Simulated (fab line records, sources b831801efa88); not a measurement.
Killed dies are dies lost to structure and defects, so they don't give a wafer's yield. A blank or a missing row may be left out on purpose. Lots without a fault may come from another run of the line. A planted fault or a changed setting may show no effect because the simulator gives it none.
fab line records | flow sky130
record lots=6 wafers=18 last_day=50
route steps=708 shown VIA2@510 PAD_OPEN@708
lots that met no fault: from a run of the same line without faults
start_h: hours from the record's first day to the start of the lot's first wafer shown | wait_h: hours since the lot's step before | " the same as in the row above | L1.1+2: a row that stands for several wafers | - no value, or no start given | * or withheld: withheld | < > ~ a bound
route shown NAME@n: a module of which the file shows steps, and the number in the route of the first | usual: mean/standard deviation of fault-free wafers | same: alike in all rows | chamber/n: place in a boat | sites: the reading at each site | _std_site: their standard deviation | _edge_site: outer sites' mean less inner sites' | radius_mm: how far each site lies from the wafer's centre | mask NAME#n: copy n | behind: the tool/chamber that last shaped the wafer | hold: why the lot was held/for how many hours/how that ended | device: the transistor (n, p or np) that didn't switch | end of line: the same wafers' tests at the end of the route | a step without rows: its recipe alone | killed: dies lost to structure and defects at the first sort, not the wafer's yield | map: a wafer's dies, x killed, . not, _ none there
set.NAME: the setting as run; set.NAME@STEP: as run at that earlier step | model.NAME: the simulator's own value behind a step, which no gauge read
lots at some steps of the route; a table a step, a row a wafer
services: from which hour (start_h, from the record's first day; less than 0 if before it) a tool's chamber was out of use, for how many hours, and why
## steps
# step SKY_VIA2_BOW_MEAS_03
# recipe mode=bow
# usual VIA2_BOW=84/7
# columns lot.wafer tool chamber start_h wait_h VIA2_BOW[um]
L421.2 film_metro-04 - 846.67 0.1 97
L421.3 " - " " 79
L421.5 " - " " 90
L432.1 film_metro-04 - 936.94 0.2 76
L432.3 " - " " 87
L432.4 " - " " 73
L434.3 film_metro-01 - 940.59 0.2 82
L434.5 " - " " 82
L434.6 " - " " 81
L433.1 film_metro-04 - 942.80 0.1 82
L433.2 " - " " 79
L433.5 " - " " 89
L440.1 film_metro-02 - 981.95 0.2 87
L440.3 " - " " 76
L440.5 " - " " 91
L441.1 film_metro-02 - 984.14 0.1 80
L441.4 " - " " 78
L441.5 " - " " 81
# step SKY_VIA2_DEHYDRATE_04
# recipe temp_c=200 time_s=60
# step SKY_VIA2_HMDS_05
# recipe prime_time_s=60 prime_temp_c=120
# step SKY_VIA2_COAT_06
# recipe resist=BARC temp_c=withheld time_s=withheld spin_rpm=3000 resist_thk_nm=60
# step SKY_VIA2_COAT_07
# recipe resist=KrF-thick spin_rpm=3000 resist_thk_nm=450
# step SKY_VIA2_SOFTBAKE_08
# recipe temp_c=100 time_s=90 resist=KrF-thick
# step SKY_VIA2_EXPOSE_09
# recipe mask_id=VIM2 na=0.8 source_shape=annular sigma_inner=0.55 sigma_outer=0.85 target_cd_nm=200 dose_mj=38
# step SKY_VIA2_PEB_10
# recipe peb_temp_c=withheld peb_time_s=withheld resist=KrF-thick
# step SKY_VIA2_DEVELOP_11
# recipe develop_time_s=60 resist=KrF-thick dev_temp_c=21
# step SKY_VIA2_CD_MEAS_12
# recipe target_cd_nm=200
# usual cd_nm=200.4/1.6
# columns lot.wafer tool chamber start_h wait_h cd_nm
L421.2 cd_sem-01 - 872.49 - 201.7
L421.3 " - " " 200.9
L421.5 " - " " 202.2
L432.1 cd_sem-01 - 961.27 - 202.0
L432.3 " - " " 201.2
L432.4 " - " " 201.4
L434.3 cd_sem-01 - 965.26 - 201.0
L434.5 " - " " 202.0
L434.6 " - " " 200.4
L433.1 cd_sem-02 - 967.12 - 200.2
L433.2 " - " " 201.8
L433.5 " - " " 199.6
L440.1 cd_sem-02 - 1005.82 - 198.3
L440.3 " - " " 198.3
L440.5 " - " " 200.0
L441.1 cd_sem-02 - 1007.37 - 202.6
L441.4 " - " " 200.9
L441.5 " - " " 203.3
# step SKY_VIA2_OVL_MEAS_13
# usual VIA2_OVL=0/5.5
# columns lot.wafer tool chamber start_h wait_h VIA2_OVL[nm]
L421.2 overlay-02 - 872.60 0.1 7
L421.3 " - " " 1
L421.5 " - " " -1
L432.1 overlay-01 - 961.39 0.1 5
L432.3 " - " " 1
L432.4 " - " " 1
L434.3 overlay-02 - 965.35 0.1 -3
L434.5 " - " " 2
L434.6 " - " " 2
L433.1 overlay-01 - 967.24 0.1 0
L433.2 " - " " -12
L433.5 " - " " -14
L440.1 overlay-01 - 1005.94 0.1 -2
L440.3 " - " " -8
L440.5 " - " " -7
L441.1 overlay-01 - 1007.49 0.1 2
L441.4 " - " " 2
L441.5 " - " " 0
# step SKY_VIA2_ETCH_14
# recipe chemistry=N2/H2 target=BARC ion_energy_ev=200 source_w=500 bias_w=100 pressure_mtorr=30 n2_flow_sccm=100 h2_flow_sccm=200 stop_on=SiO2 time_s=45.9 target_depth_a=600
# usual drypump_motor_current_A=5.6/0.35 oes_product_au=0.854/0.0046 run_length_s=74.3/0.5 throttle_valve_pct=13.225/0.0083
# same time_s=45.9
# columns lot.wafer tool chamber start_h wait_h drypump_motor_current_A oes_product_au rf_hours_counter_h run_length_s throttle_valve_pct
L421.2 rie_diel-03 2 872.63 0.0 5.6 0.853 8 73.9 13.234
L421.3 " 0 " " 4.9 0.851 7 74.9 13.214
L421.5 " 3 " " 5.9 0.855 - 73.6 13.233
L432.1 rie_diel-01 3 961.43 0.0 6.0 0.857 20 74.2 13.215
L432.3 " 1 " " 5.4 0.851 3 74.5 13.232
L432.4 " 0 " " 5.4 0.857 13 74.9 13.227
L434.3 rie_diel-03 3 965.38 0.0 5.9 0.856 19 73.8 13.224
L434.5 " 2 " " 5.6 0.848 - 73.5 13.221
L434.6 " 1 " " 5.0 0.853 - 73.9 13.221
L433.1 rie_diel-01 2 967.28 0.0 6.2 0.860 10 74.4 13.242
L433.2 " 0 " " 5.4 0.845 13 75.1 13.209
L433.5 " 1 " " 5.3 0.852 - 73.7 13.219
L440.1 rie_diel-03 3 1005.98 0.0 5.9 0.847 21 73.4 13.220
L440.3 " 1 " " 5.0 0.848 27 74.1 13.219
L440.5 " 2 " " 5.6 0.861 - 73.7 13.236
L441.1 rie_diel-02 2 1007.53 0.0 5.6 0.850 14 74.6 13.223
L441.4 " 0 " " 5.6 0.858 - 73.9 13.215
L441.5 " 1 " " 5.9 0.854 - 74.4 13.226
# step SKY_VIA2_ETCH_15
# recipe target=SiO2 chemistry=C4F8/O2/Ar target_depth_nm=546 stop_on=TiN mask_material=KrF-thick source_w=1500 bias_w=1200 pressure_mtorr=40 c4f8_flow_sccm=withheld O2_flow_sccm=6 Ar_flow_sccm=300 time_s=84
# usual oes_product_au=0.929/0.0045 run_length_s=112.4/0.54
# columns lot.wafer tool chamber start_h wait_h oes_product_au rf_hours_counter_h run_length_s model.KrF-thick_of_VIA2_COAT_07.thk_nm model.TiN_of_METAL2_SPUTTER_04.thk_nm
L421.2 rie_diel-03 2 872.67 0.0 0.926 8 111.9 285.4 68.46
L421.3 " 0 " " 0.940 7 112.6 283.8 69.42
L421.5 " 3 " " 0.930 - 111.8 285.3 69.48
L432.1 rie_diel-01 3 961.47 0.0 0.901 20 116.8 279.1 68.65
L432.3 " 1 " " 0.896 3 116.8 278.3 67.78
L432.4 " 0 " " 0.896 13 117.4 272.3 68.75
L434.3 rie_diel-03 3 965.42 0.0 0.932 19 111.7 283.9 70.34
L434.5 " 2 " " 0.936 - 111.5 285.8 69.88
L434.6 " 1 " " 0.925 - 112.5 284.7 70.46
L433.1 rie_diel-01 2 967.32 0.0 0.904 10 116.7 278.2 67.86
L433.2 " 0 " " 0.910 13 117.7 274.8 69.25
L433.5 " 1 " " 0.903 - 116.2 279.8 68.68
L440.1 rie_diel-03 3 1006.02 0.0 0.931 21 112.0 279.1 68.94
L440.3 " 1 " " 0.926 27 112.0 280.8 68.8
L440.5 " 2 " " 0.938 - 111.6 283 68.63
L441.1 rie_diel-02 2 1007.57 0.0 0.924 14 112.7 282.4 69.06
L441.4 " 0 " " 0.927 - 112.1 280.2 68.58
L441.5 " 1 " " 0.928 - 112.7 276.4 69.42
# step SKY_VIA2_STRIP_16
# recipe chemistry=O2/N2 power_w=1400 pressure_mtorr=1500 platen_temp_c=withheld o2_flow_sccm=3000 n2_flow_sccm=300 overash_fraction=0.5
# usual drypump_motor_current_A=5.6/0.64 oes_product_au=0.398/0.0046 strip_time_to_endpoint_s=4.038/0.03
# columns lot.wafer tool chamber start_h wait_h drypump_motor_current_A oes_product_au rf_hours_counter_h strip_time_to_endpoint_s
L421.2 plasma_asher-03 1 872.73 0.0 5.9 0.407 77 4.074
L421.3 " 0 " " 5.0 0.395 - 4.045
L421.5 " 0 " " 5.0 0.401 - 4.071
L432.1 plasma_asher-03 0 961.54 0.0 5.1 0.400 87 4.011
L432.3 " 0 " " 5.0 0.397 - 4.002
L432.4 " 1 " " 5.9 0.390 - 3.923
L434.3 plasma_asher-01 1 965.51 0.1 5.6 0.396 - 4.046
L434.5 " 0 " " 4.9 0.396 - 4.070
L434.6 " 1 " " 5.7 0.404 - 4.074
L433.1 plasma_asher-02 0 967.38 0.0 6.8 0.401 50 3.996
L433.2 " 1 " " 5.3 0.398 50 3.965
L433.5 " 1 " " 5.3 0.394 - 4.005
L440.1 plasma_asher-03 1 1006.09 0.0 5.9 0.395 91 3.989
L440.3 " 1 " " 5.9 0.394 - 4.010
L440.5 " 1 " " 5.9 0.401 - 4.042
L441.1 plasma_asher-02 0 1007.64 0.0 6.8 0.399 54 4.031
L441.4 " 0 " " 6.8 0.394 - 4.008
L441.5 " 1 " " 5.3 0.394 - 3.969
# step SKY_PAD_OPEN_PROBE_99
# usual defect_limited_yield=82.6/1.9 killed_at_M0_to_M3=43/7.2 killed_at_M4_up=3.5/2 killed_at_contacts=24/5.2 killed_at_front_end=15/4.4 killed_at_other=0.2/0.48 killed_dies=85/9.4 killed_open=46/7.3 killed_short=39/6.1 sort_bin_3_pad_short=0.8/0.37 sort_bin_5_function=10.2/1.4 sort_bin_6_memory=6.3/1.1 sort_n_pass=407/9.4 sort_yield_pct=82.6/1.9
# same gross_dies=492 killed_at_back_side=0 sort_bin_4_leakage[%]=0 sort_bin_8_speed[%]=0
# columns lot.wafer tool chamber start_h wait_h defect_limited_yield[%] killed_at_M0_to_M3 killed_at_M4_up killed_at_contacts killed_at_front_end killed_at_other killed_dies killed_open killed_short sort_bin_3_pad_short[%] sort_bin_5_function[%] sort_bin_6_memory[%] sort_n_pass sort_yield_pct[%]
L421.2 prober-02 - 1099.27 0.1 82.5 31 3 34 18 0 86 49 37 1.2 9.8 6.5 406 82.5
L421.3 prober-02 - 1099.32 0.2 82.7 47 2 28 8 0 85 41 44 0.8 10.8 5.7 407 82.7
L421.5 prober-02 - 1099.42 0.2 82.5 45 1 22 18 0 86 53 33 1.4 10.6 5.5 406 82.5
L433.1 prober-01 - 1166.58 0.1 84.3 33 5 28 11 0 77 55 22 0.2 10.8 4.7 415 84.3
L433.2 prober-01 - 1166.63 0.1 82.1 47 1 20 20 0 88 43 45 1.0 11.2 5.7 404 82.1
L433.5 prober-01 - 1166.78 0.2 82.3 38 2 28 19 0 87 43 43 0.6 11.0 6.1 405 82.3
# killed by level:class
L421.2 CONTACT:geometric_particle:open=11 LI_CONTACT:geometric_particle:open=8 VIA3:geometric_particle:open=8 CONTACT:geometric_particle:short=6 VIA1:geometric_particle:open=6 LI_CONTACT:geometric_particle:short=4 FIELD_ISO:geometric_particle:open=3 FIELD_ISO:geometric_particle:short=3
L421.3 CONTACT:geometric_particle:open=13 VIA1:geometric_particle:open=9 METAL1:geometric_particle:short=6 VIA1:geometric_particle:short=6 VIA3:geometric_particle:open=6 POLY_GATE:geometric_particle:short=5 VIA2:geometric_particle:open=5 CONTACT:geometric_particle:short=5
L421.5 VIA1:geometric_particle:open=13 CONTACT:geometric_particle:open=10 LOCAL_INTERCONNECT:geometric_particle:short=7 VIA2:geometric_particle:open=7 METAL2:geometric_particle:short=7 FIELD_ISO:geometric_particle:short=5 VIA3:geometric_particle:open=5 POLY_GATE:geometric_particle:open=4
L433.1 LI_CONTACT:geometric_particle:open=12 VIA1:geometric_particle:open=11 CONTACT:geometric_particle:open=10 VIA2:geometric_particle:open=4 CONTACT:geometric_particle:short=4 FIELD_ISO:geometric_particle:open=3 POLY_CUT:geometric_particle:open=3 VIA1:geometric_particle:short=3
L433.2 VIA1:geometric_particle:open=13 CONTACT:geometric_particle:open=10 VIA1:geometric_particle:short=9 FIELD_ISO:geometric_particle:short=8 METAL1:geometric_particle:short=6 POLY_GATE:geometric_particle:short=5 METAL2:geometric_particle:short=5 LI_CONTACT:geometric_particle:open=4
L433.5 VIA1:geometric_particle:open=12 CONTACT:geometric_particle:open=10 POLY_GATE:geometric_particle:short=7 LOCAL_INTERCONNECT:geometric_particle:short=6 LI_CONTACT:geometric_particle:open=6 METAL1:geometric_particle:short=5 POLY_GATE:geometric_particle:open=5 CONTACT:geometric_particle:short=4
## services
# columns tool chamber start_h hours kind
rie_diel-02 3 892.39 8.7 repair
rie_diel-01 2 913.43 1.4 repair
rie_diel-01 3 925.66 6.9 repair
rie_diel-01 - 955.98 0.9 repair
rie_diel-03 - 973.50 1.0 repair
rie_diel-02 3 997.23 15.7 repair
plasma_asher-01 - 1001.40 0.4 repair
rie_diel-01 1 1004.22 2.5 repair
## key
first_sign step=SKY_VIA2_ETCH_15 reading=run_length_s direction=up sigmas=8.4 usual=* struck=*
effect step=SKY_VIA2_ETCH_15 reading=oes_product_au direction=down sigmas=6.1 usual=0.929 struck=0.902
model_effect step=SKY_VIA2_ETCH_15 value=KrF-thick_of_VIA2_COAT_07.thk_nm without=282.9 struck=277.1
met_at SKY_VIA2_ETCH_15
struck_wafers L432.1,L432.3,L432.4,L433.1,L433.2,L433.5
fault kind=process_parameter_drift tool=rie_diel-01 chamber=- onset_h=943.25 steps=SKY_VIA2_ETCH_15 channel=time_s offset=* shape=step end_h=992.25 acts_in=* stated=*
